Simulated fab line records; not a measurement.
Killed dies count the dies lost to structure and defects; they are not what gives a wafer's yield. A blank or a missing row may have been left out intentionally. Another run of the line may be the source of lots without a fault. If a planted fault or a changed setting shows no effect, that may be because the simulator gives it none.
fab line records	flow sky130
record: lots: 12	wafers: 36	lastDay: 50
route steps=708 shown VT_ADJUST_NCORE@128 LDD_HVP@287 LDD_LDN@296 SPACER@305
lots that met no fault: taken from a fault-free run of the same line
startH: hours from the record's first day to the start of the lot's first wafer shown	waitH: hours since the lot's step before	" identical to the entry in the row above	L1.1+2: several wafers, shown together as one row	- value missing, or start not given	* or withheld: withheld	< > ~ a bound
route shown NAME@n: NAME is a module with steps in the file, n the number in the route of the first one	usual: the fault-free wafers' mean and standard deviation	same: alike in all rows	chamber/n: place in a boat	sites: the reading at each site	_std_site: standard deviation across them	_edge_site: the outer-site mean with the inner-site mean subtracted	radiusMm: how far each site lies from the wafer's centre	mask NAME#n: copy n	behind: the tool/chamber that last shaped the wafer	hold: cause of the lot's hold/its duration in hours/its outcome	device: the transistor (n, p or np) that didn't switch	end of line: at the end of the route, the tests of the same wafers	step lacking rows: just its recipe	killed: at the first sort, the dies lost to defects and structure; wafer yield is something else	map: per-die view of a wafer (x killed, . not killed, _ where there is no die)
set.NAME: the setting the step ran with; set.NAME@STEP: the setting that earlier step ran with	model.NAME: the simulator's own value behind a step, which no gauge read
route steps across a sampled set of lots; one table per step, one row per wafer
services: a tool's chamber out of use, with start hour (startH, from the record's first day; less than 0 if before it), hours out, and reason
== steps ==
step: SKY_VT_ADJUST_NCORE_IMPLANT_09
recipe: species: B	energyKev: 10	doseCm2: 2.4e+12	tiltDeg: withheld
usual: faradayCurrentUA: 13.52/0.27
lot.wafer	tool	chamber	startH	waitH	faradayCurrentUA
L831.2	implanter-03	0	180.60	0.0	13.71
L831.3	"	0	"	"	13.60
L831.6	"	0	"	"	13.59
L833.1	implanter-04	0	197.29	0.0	13.55
L833.2	"	0	"	"	13.49
L833.5	"	0	"	"	13.53
L836.1	implanter-02	0	223.57	0.0	13.36
L836.2	"	0	"	"	13.90
L836.5	"	0	"	"	13.50
L837.1	implanter-04	0	226.62	0.0	13.00
L837.4	"	0	"	"	13.45
L837.6	"	0	"	"	13.43
L838.1	implanter-02	0	230.87	0.0	13.80
L838.2	"	0	"	"	13.82
L838.4	"	0	"	"	13.17
L841.3	implanter-02	0	252.31	0.1	13.59
L841.4	"	0	"	"	13.53
L841.6	"	0	"	"	13.66
L841.3	implanter-02	0	252.63	0.3	13.66
L841.4	"	0	"	"	13.88
L841.6	"	0	"	"	14.48
L845.1	implanter-03	0	280.87	0.0	13.13
L845.2	"	0	"	"	13.39
L845.4	"	0	"	"	13.48
L845.1	implanter-03	0	281.19	0.3	13.77
L845.2	"	0	"	"	13.64
L845.4	"	0	"	"	13.08
L846.1	implanter-03	0	286.74	0.0	13.45
L846.2	"	0	"	"	13.45
L846.4	"	0	"	"	13.94
L848.1	implanter-03	0	304.57	0.0	13.39
L848.3	"	0	"	"	13.83
L848.5	"	0	"	"	13.52
L849.2	implanter-03	0	306.46	0.0	13.37
L849.4	"	0	"	"	13.63
L849.5	"	0	"	"	13.40
L853.1	implanter-04	0	335.04	0.0	13.60
L853.3	"	0	"	"	13.29
L853.5	"	0	"	"	13.57
L854.1	implanter-03	0	348.17	0.0	14.08
L854.3	"	0	"	"	13.35
L854.4	"	0	"	"	13.14
step: SKY_VT_ADJUST_NCORE_TW_MEAS_11
usual: VT_ADJUST_NCORE_TW: 219.2/1.9
lot.wafer	tool	chamber	startH	waitH	VT_ADJUST_NCORE_TW
L831.2	filmMetro-03	-	180.83	0.1	221.7
L831.3	"	-	"	"	221.0
L831.6	"	-	"	"	221.4
L833.1	filmMetro-01	-	197.54	0.1	219.1
L833.2	"	-	"	"	219.1
L833.5	"	-	"	"	219.8
L836.1	filmMetro-01	-	223.82	0.1	217.2
L836.2	"	-	"	"	217.7
L836.5	"	-	"	"	217.0
L837.1	filmMetro-03	-	226.87	0.1	220.6
L837.4	"	-	"	"	220.5
L837.6	"	-	"	"	220.5
L838.1	filmMetro-03	-	231.12	0.1	219.9
L838.2	"	-	"	"	220.4
L838.4	"	-	"	"	220.0
L841.3	filmMetro-01	-	253.08	0.1	266.2
L841.4	"	-	"	"	267.2
L841.6	"	-	"	"	265.7
L845.1	filmMetro-01	-	281.44	0.1	264.9
L845.2	"	-	"	"	265.0
L845.4	"	-	"	"	263.1
L846.1	filmMetro-03	-	286.99	0.1	221.3
L846.2	"	-	"	"	221.3
L846.4	"	-	"	"	221.1
L848.1	filmMetro-01	-	304.99	0.2	217.8
L848.3	"	-	"	"	217.0
L848.5	"	-	"	"	218.7
L849.2	filmMetro-03	-	306.75	0.1	219.7
L849.4	"	-	"	"	219.2
L849.5	"	-	"	"	218.9
L853.1	filmMetro-01	-	335.29	0.1	216.5
L853.3	"	-	"	"	216.7
L853.5	"	-	"	"	217.2
L854.1	filmMetro-03	-	348.42	0.1	220.8
L854.3	"	-	"	"	219.2
L854.4	"	-	"	"	220.6
step: SKY_LDD_HVP_STRIP_09
recipe: chemistry: O2/N2	powerW: 1400	pressureMtorr: 1500	platenTempC: withheld	o2FlowSccm: 3000	n2FlowSccm: 300	overashFraction: 0.5
usual: drypumpMotorCurrentA: 5.5/0.41	oesProductAu: 0.409/0.0048	stripTimeToEndpointS: 4.135/0.014
same: overashFraction: 0.5
lot.wafer	tool	chamber	startH	waitH	drypumpMotorCurrentA	oesProductAu	rfHoursCounterH	stripTimeToEndpointS
L831.2	plasmaAsher-02	0	491.55	0.1	5.5	0.413	7	4.146
L831.3	"	1	"	"	4.9	0.398	-	4.142
L831.6	"	1	"	"	5.0	0.414	-	4.134
L833.1	plasmaAsher-02	0	498.74	0.1	5.5	0.415	8	4.128
L833.2	"	1	"	"	4.9	0.410	8	4.139
L833.5	"	0	"	"	5.5	0.402	-	4.128
L836.1	plasmaAsher-02	1	541.94	0.1	4.9	0.406	12	4.153
L836.2	"	0	"	"	5.5	0.406	12	4.133
L836.5	"	0	"	"	5.5	0.405	-	4.161
L837.1	plasmaAsher-04	1	611.19	0.1	6.2	0.416	83	4.124
L837.4	"	1	"	"	6.2	0.413	-	4.125
L837.6	"	0	"	"	5.9	0.413	-	4.139
L841.3	plasmaAsher-03	0	611.52	0.1	5.6	0.413	-	4.147
L841.4	"	1	"	"	5.3	0.419	-	4.146
L841.6	"	1	"	"	5.3	0.410	-	4.140
L838.1	plasmaAsher-04	1	612.74	0.1	6.2	0.413	83	4.143
L838.2	"	0	"	"	5.9	0.409	83	4.104
L838.4	"	1	"	"	6.2	0.408	-	4.142
L845.1	plasmaAsher-03	1	615.55	0.1	5.3	0.410	83	4.133
L845.2	"	0	"	"	5.5	0.410	83	4.124
L845.4	"	1	"	"	5.3	0.412	-	4.133
L846.1	plasmaAsher-04	1	620.65	0.1	6.2	0.414	84	4.143
L846.2	"	0	"	"	5.9	0.415	84	4.118
L846.4	"	1	"	"	6.2	0.407	-	4.158
L848.1	plasmaAsher-02	0	637.94	0.1	5.5	0.412	23	4.141
L848.3	"	1	"	"	4.9	0.400	-	4.136
L848.5	"	1	"	"	4.9	0.413	-	4.120
L849.2	plasmaAsher-03	0	641.05	0.1	5.5	0.415	85	4.129
L849.4	"	1	"	"	5.3	0.401	-	4.133
L849.5	"	0	"	"	5.5	0.416	-	4.137
L854.1	plasmaAsher-03	1	701.84	0.1	5.3	0.405	91	4.139
L854.3	"	1	"	"	5.3	0.410	-	4.121
L854.4	"	0	"	"	5.5	0.408	-	4.141
L853.1	plasmaAsher-04	1	701.95	0.1	6.2	0.408	92	4.157
L853.3	"	0	"	"	5.9	0.409	-	4.145
L853.5	"	0	"	"	5.9	0.408	-	4.131
step: SKY_LDD_LDN_OVL_MEAS_07
usual: LDD_LDN_OVL: 0.2/1.5
lot.wafer	tool	chamber	startH	waitH	LDD_LDN_OVL[nm]
L831.2	overlay-02	-	522.14	0.1	-0.6
L831.3	"	-	"	"	1.1
L831.6	"	-	"	"	0.5
L833.1	overlay-02	-	529.29	0.1	-0.2
L833.2	"	-	"	"	-2.2
L833.5	"	-	"	"	0.8
L836.1	overlay-02	-	571.24	0.1	0.0
L836.2	"	-	"	"	1.3
L836.5	"	-	"	"	0.1
L837.1	overlay-02	-	640.29	0.1	0.1
L837.4	"	-	"	"	0.6
L837.6	"	-	"	"	-1.3
L841.3	overlay-01	-	640.38	0.1	-0.1
L841.4	"	-	"	"	-0.1
L841.6	"	-	"	"	1.5
L838.1	overlay-02	-	640.97	0.1	-1.0
L838.2	"	-	"	"	1.2
L838.4	"	-	"	"	0.6
L845.1	overlay-01	-	644.19	0.1	-3.4
L845.2	"	-	"	"	-1.2
L845.4	"	-	"	"	-1.7
L846.1	overlay-02	-	649.49	0.1	0.3
L846.2	"	-	"	"	0.6
L846.4	"	-	"	"	1.9
L848.1	overlay-02	-	665.41	0.1	-0.1
L848.3	"	-	"	"	-1.3
L848.5	"	-	"	"	-0.8
L849.2	overlay-01	-	668.97	0.1	-1.2
L849.4	"	-	"	"	-0.2
L849.5	"	-	"	"	-0.2
L854.1	overlay-02	-	728.89	0.1	1.8
L854.3	"	-	"	"	0.3
L854.4	"	-	"	"	1.2
L853.1	overlay-02	-	729.12	0.1	-0.5
L853.3	"	-	"	"	0.2
L853.5	"	-	"	"	0.1
step: SKY_SPACER_THK_MEAS_01
recipe: reads: Si3N4_of_SPACER_CVD_00
usual: SPACER_CVD_00_THK: 43.1/0.41
lot.wafer	tool	chamber	startH	waitH	SPACER_CVD_00_THK[nm]
L831.2	filmMetro-02	-	525.98	0.0	42.4
L831.3	"	-	"	"	42.3
L831.6	"	-	"	"	42.1
L833.1	filmMetro-04	-	531.34	0.0	42.9
L833.2	"	-	"	"	43.0
L833.5	"	-	"	"	43.0
L836.1	filmMetro-02	-	573.29	0.0	43.2
L836.2	"	-	"	"	43.6
L836.5	"	-	"	"	43.4
L837.1	filmMetro-04	-	642.87	0.0	43.7
L837.4	"	-	"	"	43.5
L837.6	"	-	"	"	43.5
L841.3	filmMetro-02	-	642.89	0.0	43.3
L841.4	"	-	"	"	43.3
L841.6	"	-	"	"	42.9
L838.1	filmMetro-04	-	645.43	0.0	43.3
L838.2	"	-	"	"	43.0
L838.4	"	-	"	"	42.6
L845.1	filmMetro-04	-	646.64	0.0	43.2
L845.2	"	-	"	"	43.0
L845.4	"	-	"	"	43.4
L846.1	filmMetro-02	-	651.54	0.0	43.1
L846.2	"	-	"	"	43.4
L846.4	"	-	"	"	43.4
L848.1	filmMetro-02	-	667.47	0.0	42.5
L848.3	"	-	"	"	42.2
L848.5	"	-	"	"	42.8
L849.2	filmMetro-04	-	671.03	0.0	42.6
L849.4	"	-	"	"	42.8
L849.5	"	-	"	"	42.7
L853.1	filmMetro-04	-	731.43	0.0	43.8
L853.3	"	-	"	"	43.5
L853.5	"	-	"	"	43.5
L854.1	filmMetro-02	-	731.43	0.0	43.3
L854.3	"	-	"	"	42.7
L854.4	"	-	"	"	43.3
== services ==
tool	chamber	startH	hours	kind
implanter-02	-	156.80	1.1	repair
implanter-02	-	175.75	8.5	pm
plasmaAsher-04	-	196.44	2.8	pm
implanter-02	-	214.25	2.6	pm
plasmaAsher-02	-	305.27	8.1	repair
plasmaAsher-03	-	321.34	79.3	repair
implanter-02	-	327.63	4.4	repair
implanter-02	-	341.22	7.2	repair
plasmaAsher-02	-	372.68	1.0	repair
plasmaAsher-03	-	386.16	2.4	repair
plasmaAsher-03	-	412.70	9.3	repair
plasmaAsher-02	-	421.25	9.0	pm
plasmaAsher-04	-	430.45	1.8	repair
plasmaAsher-03	-	432.30	28.1	pm
plasmaAsher-03	-	472.60	0.9	repair
plasmaAsher-03	-	476.25	3.1	repair
plasmaAsher-02	-	481.33	0.7	repair
implanter-02	-	483.67	3.4	pm
plasmaAsher-03	-	486.35	1.4	repair
plasmaAsher-02	-	532.27	2.8	pm
plasmaAsher-03	-	549.62	2.8	pm
implanter-03	-	553.57	3.6	pm
implanter-03	-	645.67	0.8	repair
plasmaAsher-04	-	686.57	4.2	repair
== key ==
firstSign: step: SKY_VT_ADJUST_NCORE_IMPLANT_09	reading: visit	direction: added
effect: step: SKY_VT_ADJUST_NCORE_TW_MEAS_11	reading: VT_ADJUST_NCORE_TW	direction: up	sigmas: 24	usual: 219.2	struck: 265.4
metAt SKY_VT_ADJUST_NCORE_IMPLANT_09
struckLots L841,L845
testerLeftOut L841,L845
notActingAt SKY_LDD_HVP_STRIP_09,SKY_LDD_LDN_OVL_MEAS_07,SKY_SPACER_THK_MEAS_01
fault: kind: repeatedStepWhole	tool: implanter-02,implanter-03,implanter-04	chamber: -	onsetH: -	steps: SKY_VT_ADJUST_NCORE_IMPLANT_09	times: 1	scope: struckLotsOnly
testerLeftOut: of these lots the tester's yield and bins aren't shown, on N5 and GAA mostly nor the transistor test; their killed dies are dies lost to structure and defects alone, not to doping, threshold or leakage, so they don't give the yield
